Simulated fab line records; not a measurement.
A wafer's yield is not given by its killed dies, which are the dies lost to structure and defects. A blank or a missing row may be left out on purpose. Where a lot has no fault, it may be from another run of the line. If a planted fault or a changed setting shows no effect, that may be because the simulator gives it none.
Split-lot experiment || flow gf180mcu || on a route of 602 steps: 5 lots, 23 wafers read

== SPLIT DETAILS ==
At GF_M4_SPUTTER_04 (material TiN, target thk 50 nm, time 41.7 s), the setting time s was moved away from the recipe's 41.7 s on 11 of the 23 wafers read, by -13.1% to +8.8%. The other wafers ran this setting at the recipe's value.

The reading is taken at the split's own step.

== THE READING ==
TiN_of_M4_SPUTTER_04.thk nm (the simulator's own value, which no gauge read), in nm, at GF_M4_SPUTTER_04 (material TiN, target thk 50 nm, time 41.7 s). No usual value for it is given in the file. Average 49.80 nm, standard deviation 0.48 nm, over the 12 wafers here run with the recipe.

{"wafer": "L076.1", "tool, chamber at the split": "pvd sputter-02, -", "time s as run, s": 41.7, "against the recipe": "recipe", "TiN_of_M4_SPUTTER_04.thk nm, nm": 49.91, "against lot-mates on the recipe": "-"}
{"wafer": "L076.3", "tool, chamber at the split": "pvd sputter-02, -", "time s as run, s": 44.75, "against the recipe": "+7.3%", "TiN_of_M4_SPUTTER_04.thk nm, nm": 53.37, "against lot-mates on the recipe": "+3.78"}
{"wafer": "L076.4", "tool, chamber at the split": "pvd sputter-02, -", "time s as run, s": 44.75, "against the recipe": "+7.3%", "TiN_of_M4_SPUTTER_04.thk nm, nm": 52.93, "against lot-mates on the recipe": "+3.34"}
{"wafer": "L076.5", "tool, chamber at the split": "pvd sputter-02, -", "time s as run, s": 41.7, "against the recipe": "recipe", "TiN_of_M4_SPUTTER_04.thk nm, nm": 49.27, "against lot-mates on the recipe": "-"}
{"wafer": "L076.6", "tool, chamber at the split": "pvd sputter-02, -", "time s as run, s": 44.75, "against the recipe": "+7.3%", "TiN_of_M4_SPUTTER_04.thk nm, nm": 53.77, "against lot-mates on the recipe": "+4.18"}
{"wafer": "L077.1", "tool, chamber at the split": "pvd sputter-03, -", "time s as run, s": 44.72, "against the recipe": "+7.2%", "TiN_of_M4_SPUTTER_04.thk nm, nm": 53.12, "against lot-mates on the recipe": "+3.87"}
{"wafer": "L077.3", "tool, chamber at the split": "pvd sputter-03, -", "time s as run, s": 44.72, "against the recipe": "+7.2%", "TiN_of_M4_SPUTTER_04.thk nm, nm": 53.41, "against lot-mates on the recipe": "+4.16"}
{"wafer": "L077.4", "tool, chamber at the split": "pvd sputter-03, -", "time s as run, s": 44.72, "against the recipe": "+7.2%", "TiN_of_M4_SPUTTER_04.thk nm, nm": 53.67, "against lot-mates on the recipe": "+4.42"}
{"wafer": "L077.5", "tool, chamber at the split": "pvd sputter-03, -", "time s as run, s": 41.7, "against the recipe": "recipe", "TiN_of_M4_SPUTTER_04.thk nm, nm": 49.25, "against lot-mates on the recipe": "-"}
{"wafer": "L077.6", "tool, chamber at the split": "pvd sputter-03, -", "time s as run, s": 41.7, "against the recipe": "recipe", "TiN_of_M4_SPUTTER_04.thk nm, nm": 49.26, "against lot-mates on the recipe": "-"}
{"wafer": "L079.1", "tool, chamber at the split": "pvd sputter-04, -", "time s as run, s": 36.25, "against the recipe": "-13.1%", "TiN_of_M4_SPUTTER_04.thk nm, nm": 43.26, "against lot-mates on the recipe": -6.99}
{"wafer": "L079.2", "tool, chamber at the split": "pvd sputter-04, -", "time s as run, s": 41.7, "against the recipe": "recipe", "TiN_of_M4_SPUTTER_04.thk nm, nm": 49.51, "against lot-mates on the recipe": "-"}
{"wafer": "L079.3", "tool, chamber at the split": "pvd sputter-04, -", "time s as run, s": 36.25, "against the recipe": "-13.1%", "TiN_of_M4_SPUTTER_04.thk nm, nm": 43.82, "against lot-mates on the recipe": -6.43}
{"wafer": "L079.4", "tool, chamber at the split": "pvd sputter-04, -", "time s as run, s": 36.25, "against the recipe": "-13.1%", "TiN_of_M4_SPUTTER_04.thk nm, nm": 43.89, "against lot-mates on the recipe": -6.36}
{"wafer": "L079.5", "tool, chamber at the split": "pvd sputter-04, -", "time s as run, s": 41.7, "against the recipe": "recipe", "TiN_of_M4_SPUTTER_04.thk nm, nm": 50.99, "against lot-mates on the recipe": "-"}
{"wafer": "L080.1", "tool, chamber at the split": "pvd sputter-03, -", "time s as run, s": 41.7, "against the recipe": "recipe", "TiN_of_M4_SPUTTER_04.thk nm, nm": 50.01, "against lot-mates on the recipe": "-"}
{"wafer": "L080.2", "tool, chamber at the split": "pvd sputter-03, -", "time s as run, s": 41.7, "against the recipe": "recipe", "TiN_of_M4_SPUTTER_04.thk nm, nm": 49.67, "against lot-mates on the recipe": "-"}
{"wafer": "L080.4", "tool, chamber at the split": "pvd sputter-03, -", "time s as run, s": 45.37, "against the recipe": "+8.8%", "TiN_of_M4_SPUTTER_04.thk nm, nm": 54.05, "against lot-mates on the recipe": "+4.29"}
{"wafer": "L080.5", "tool, chamber at the split": "pvd sputter-03, -", "time s as run, s": 45.37, "against the recipe": "+8.8%", "TiN_of_M4_SPUTTER_04.thk nm, nm": 53.79, "against lot-mates on the recipe": "+4.03"}
{"wafer": "L080.6", "tool, chamber at the split": "pvd sputter-03, -", "time s as run, s": 41.7, "against the recipe": "recipe", "TiN_of_M4_SPUTTER_04.thk nm, nm": 49.6, "against lot-mates on the recipe": "-"}
{"wafer": "L082.2", "tool, chamber at the split": "pvd sputter-03, -", "time s as run, s": 41.7, "against the recipe": "recipe", "TiN_of_M4_SPUTTER_04.thk nm, nm": 50.26, "against lot-mates on the recipe": "-"}
{"wafer": "L082.5", "tool, chamber at the split": "pvd sputter-03, -", "time s as run, s": 41.7, "against the recipe": "recipe", "TiN_of_M4_SPUTTER_04.thk nm, nm": 49.83, "against lot-mates on the recipe": "-"}
{"wafer": "L082.6", "tool, chamber at the split": "pvd sputter-03, -", "time s as run, s": 41.7, "against the recipe": "recipe", "TiN_of_M4_SPUTTER_04.thk nm, nm": 50.05, "against lot-mates on the recipe": "-"}

THE FIT
A straight line over all 23 wafers: TiN_of_M4_SPUTTER_04.thk nm changes by +0.476 nm for each +1% of time s; r = +0.99; the points scatter about the line by 0.42 nm.
The same after taking each lot's own level away (the mean of its wafers on the recipe; 23 wafers): +0.511 nm for each +1%; r = +0.99; scatter 0.38 nm.
Per that fit: largest time s move, reading shift of 6.7 nm.
Across the lots, their own levels run from 49.255 to 50.250 nm, a range of 2.1 times the standard deviation given above.
So the lot-to-lot level changes the slope little: the two slopes agree.
Check: -6.52 nm against its lot-mates is what the line predicts for one of the wafers moved furthest among these (-13.1%) when that wafer is left out of the fit. Against them it came out at -6.99 nm.

== ADDITIONAL SPLITS CARRIED BY THESE WAFERS ==
Other splits were also applied to these wafers ahead of the reading. Each is held against what the fit with the lots' levels taken away leaves over:
{"other split on the same wafers": "GF_V2_PEB_12 peb temp c", "wafers away from the commonest value": 10, "r with TiN_of_M4_SPUTTER_04.thk nm (lot level and that fit taken away)": -0.32}
{"other split on the same wafers": "GF_V2_SPUTTER_21 time s", "wafers away from the commonest value": 6, "r with TiN_of_M4_SPUTTER_04.thk nm (lot level and that fit taken away)": "+0.03"}
{"other split on the same wafers": "GF_M3_SPUTTER_03 power w", "wafers away from the commonest value": 9, "r with TiN_of_M4_SPUTTER_04.thk nm (lot level and that fit taken away)": "+0.16"}
{"other split on the same wafers": "GF_M3_METAL_ETCH_16 icp w", "wafers away from the commonest value": 10, "r with TiN_of_M4_SPUTTER_04.thk nm (lot level and that fit taken away)": -0.22}
{"other split on the same wafers": "GF_V3_CMP_04 leave above ref nm", "wafers away from the commonest value": 7, "r with TiN_of_M4_SPUTTER_04.thk nm (lot level and that fit taken away)": -0.05}
{"other split on the same wafers": "GF_V3_DEVELOP_13 dev temp c", "wafers away from the commonest value": 10, "r with TiN_of_M4_SPUTTER_04.thk nm (lot level and that fit taken away)": "+0.33"}
{"other split on the same wafers": "GF_V3_SPUTTER_22 chamber pressure pa", "wafers away from the commonest value": 18, "r with TiN_of_M4_SPUTTER_04.thk nm (lot level and that fit taken away)": "+0.22"}

== FILE'S OWN FIT ==
TiN_of_M4_SPUTTER_04.thk nm changes by +0.509 nm for each +1% of time s, r = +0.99.
